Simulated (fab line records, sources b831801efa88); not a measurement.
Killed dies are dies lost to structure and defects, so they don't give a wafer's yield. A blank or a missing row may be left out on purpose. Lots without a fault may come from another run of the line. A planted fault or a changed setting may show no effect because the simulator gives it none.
Which tool did it? | flow gf180mcu | 13 lots, 39 wafers sampled, at 4 steps of a route of 602

WHAT THE GAUGES READ, wafer by wafer
GF_STI_THK_MEAS_02.
lot  | measured    | on            | STI_OXIDATION_THK (nm)
L438 | day 1 12:26 | film_metro-02 | 9.98 9.95 9.74
L440 | day 1 22:18 | film_metro-02 | 10.01 9.93 9.98
L442 | day 2 07:31 | film_metro-03 | 9.77 9.90 9.69
L443 | day 2 13:04 | film_metro-01 | 9.98 10.07 9.84
L444 | day 2 17:32 | film_metro-03 | 10.12 10.13 10.07
L445 | day 2 23:56 | film_metro-02 | 9.84 9.81 9.68
L446 | day 3 05:28 | film_metro-02 | 9.98 10.09 9.88
L449 | day 3 19:46 | film_metro-03 | 9.71 9.81 10.00
L450 | day 4 00:14 | film_metro-02 | 10.05 10.02 10.22
L451 | day 4 04:31 | film_metro-02 | 10.33 10.20 10.27
L454 | day 4 19:31 | film_metro-01 | 9.90 9.99 10.00
L457 | day 5 10:32 | film_metro-01 | 9.93 9.90 9.94
L461 | day 6 06:31 | film_metro-03 | 10.34 10.20 10.18

GF_VT_IMPLANT_RS_MEAS_47: measures by four-point-probe.
lot  | measured     | on            | NWELL_RS (ohm/sq)
L438 | day 7 17:20  | film_metro-03 | 486.5 487.2 486.7
L440 | day 8 05:30  | film_metro-04 | 488.2 489.0 486.4
L442 | day 8 22:18  | film_metro-04 | 488.5 488.4 488.5
L443 | day 9 10:18  | film_metro-04 | 486.8 487.0 487.2
L444 | day 9 14:22  | film_metro-03 | 488.9 487.5 488.7
L445 | day 9 20:38  | film_metro-03 | 486.0 486.4 487.2
L446 | day 9 23:44  | film_metro-04 | 488.1 487.4 487.0
L449 | day 10 18:43 | film_metro-01 | 485.4 486.6 485.7
L450 | day 11 02:31 | film_metro-04 | 486.9 486.8 488.8
L451 | day 11 05:21 | film_metro-01 | 484.3 485.8 484.9
L454 | day 12 03:27 | film_metro-01 | 488.1 487.0 487.7
L457 | day 13 01:17 | film_metro-01 | 487.7 487.8 488.1
L461 | day 14 02:43 | film_metro-01 | 487.8 488.0 487.4

GF_HV_LDD_RS_MEAS_53: measures by four-point-probe.
lot  | measured     | on            | HV_LDD_RS (ohm/sq)
L438 | day 12 13:07 | film_metro-03 | 416.9 417.8 415.3
L440 | day 13 02:25 | film_metro-03 | 418.2 417.7 417.6
L442 | day 13 22:39 | film_metro-01 | 418.3 419.0 418.5
L443 | day 14 18:20 | film_metro-04 | 416.5 417.8 415.5
L444 | day 14 22:00 | film_metro-04 | 418.8 417.7 418.2
L445 | day 15 04:25 | film_metro-04 | 417.3 417.7 419.0
L446 | day 15 08:00 | film_metro-03 | 416.4 417.2 417.0
L449 | day 16 07:29 | film_metro-04 | 416.9 416.5 417.3
L450 | day 16 12:40 | film_metro-01 | 418.1 418.8 418.3
L451 | day 16 17:08 | film_metro-01 | 418.1 417.6 418.3
L454 | day 18 00:27 | film_metro-04 | 421.9 421.2 420.2
L457 | day 19 02:53 | film_metro-01 | 421.0 421.1 420.8
L461 | day 20 07:10 | film_metro-01 | 418.0 417.9 418.0

WHICH TOOL RAN EACH LOT (tool, then ch and the chambers of the sampled wafers, then the start)
lot  | GF_HV_LDD_IMPLANT_35
L438 | implanter-02 ch 0, day 11 17:17
L440 | implanter-02 ch 0, day 12 06:18
L442 | implanter-01 ch 0, day 13 02:02
L443 | implanter-01 ch 0, day 13 20:40
L444 | implanter-03 ch 0, day 13 23:53
L445 | implanter-03 ch 0, day 14 06:11
L446 | implanter-01 ch 0, day 14 10:14
L449 | implanter-02 ch 0, day 15 08:20
L450 | implanter-01 ch 0, day 15 13:56
L451 | implanter-02 ch 0, day 15 17:31
L454 | implanter-01 ch 0, day 16 23:31
L457 | implanter-01 ch 0, day 18 02:11
L461 | implanter-02 ch 0, day 19 05:57
- GF_HV_LDD_IMPLANT_35

WHAT THE TOOLS THEMSELVES READ (means of the sampled wafers that have a number; where no wafer has one, the mark that the record gives instead)
GF_HV_LDD_IMPLANT_35.
lot  | tool         | dose_ions_cm2 | faraday_current_uA | rotation_deg (degrees)
L438 | implanter-02 | 7.502e+12     | 41.8               | 179.98
L440 | implanter-02 | 7.504e+12     | 42.2               | 179.97
L442 | implanter-01 | 7.501e+12     | 42.2               | 180.01
L443 | implanter-01 | 7.501e+12     | 42.5               | 179.94
L444 | implanter-03 | 7.510e+12     | 42.7               | 179.97
L445 | implanter-03 | 7.489e+12     | 43.1               | 180.02
L446 | implanter-01 | 7.503e+12     | 42.3               | 180.03
L449 | implanter-02 | 7.505e+12     | 42.2               | 180.00
L450 | implanter-01 | 7.497e+12     | 41.3               | 180.00
L451 | implanter-02 | 7.500e+12     | 42.2               | 179.98
L454 | implanter-01 | 6.704e+12     | 37.8               | 179.97
L457 | implanter-01 | 6.698e+12     | 37.2               | 179.97
L461 | implanter-02 | 7.507e+12     | 42.0               | 180.03

THE ANSWER, worked out from the rows above alone
Rule: what is usual is taken from the lots themselves. Put in order of their means at a reading, lots are off if they are a third of the lots or fewer, leave a main group of 4 or more, and stand apart from it by a gap of 3 or more times the standard deviation of the main group's means; of several such gaps the widest counts. A main group whose means are all the same, to the digits that the tables above print for the reading, isn't used. A lot without any number at a reading at which 4 lots or more have one is off too. The other lots that the step has rows for count as sound. The gauges are gone through in route order, then the tools' own readings, and for those a lot's mean is taken as printed above. The first step at which some lot is off is used, and at that step the reading that is off furthest; a lot without a number counts as furthest.
Off: L454, L457, at GF_HV_LDD_RS_MEAS_53 (HV_LDD_RS). The main group: mean 417.6 ohm/sq, standard deviation 0.7.
A tool fits if, at a process step before that reading, it ran every lot that is off, and no sound lot after the first of them. The gauges at GF_HV_LDD_RS_MEAS_53 aren't tried: what is off there is off at GF_HV_LDD_IMPLANT_35 too, on other tools, and a gauge's error can't cause that. One fits: implanter-01 at GF_HV_LDD_IMPLANT_35. Its last sound lot is L450 (day 15 13:56), its first lot that is off L454 (day 16 23:31): a fault that began between those two fits.
The tool's own readings at GF_HV_LDD_IMPLANT_35 bear it out: on the lots that are off they differ by more than 5 times the standard deviation of the sound lots' means. dose_ions_cm2 reads 6.701e+12 there against 7.502e+12 on the sound lots; faraday_current_uA reads 37.5 there against 42.2 on the sound lots.

WHAT THE SIMULATOR HAD PUT IN
Process parameter drift: implanter-01, from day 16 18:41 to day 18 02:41, at GF_HV_LDD_IMPLANT_35. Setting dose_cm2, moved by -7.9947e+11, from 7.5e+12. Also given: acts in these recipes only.
Lots struck among those shown: L454, L457. The rule above found the same.
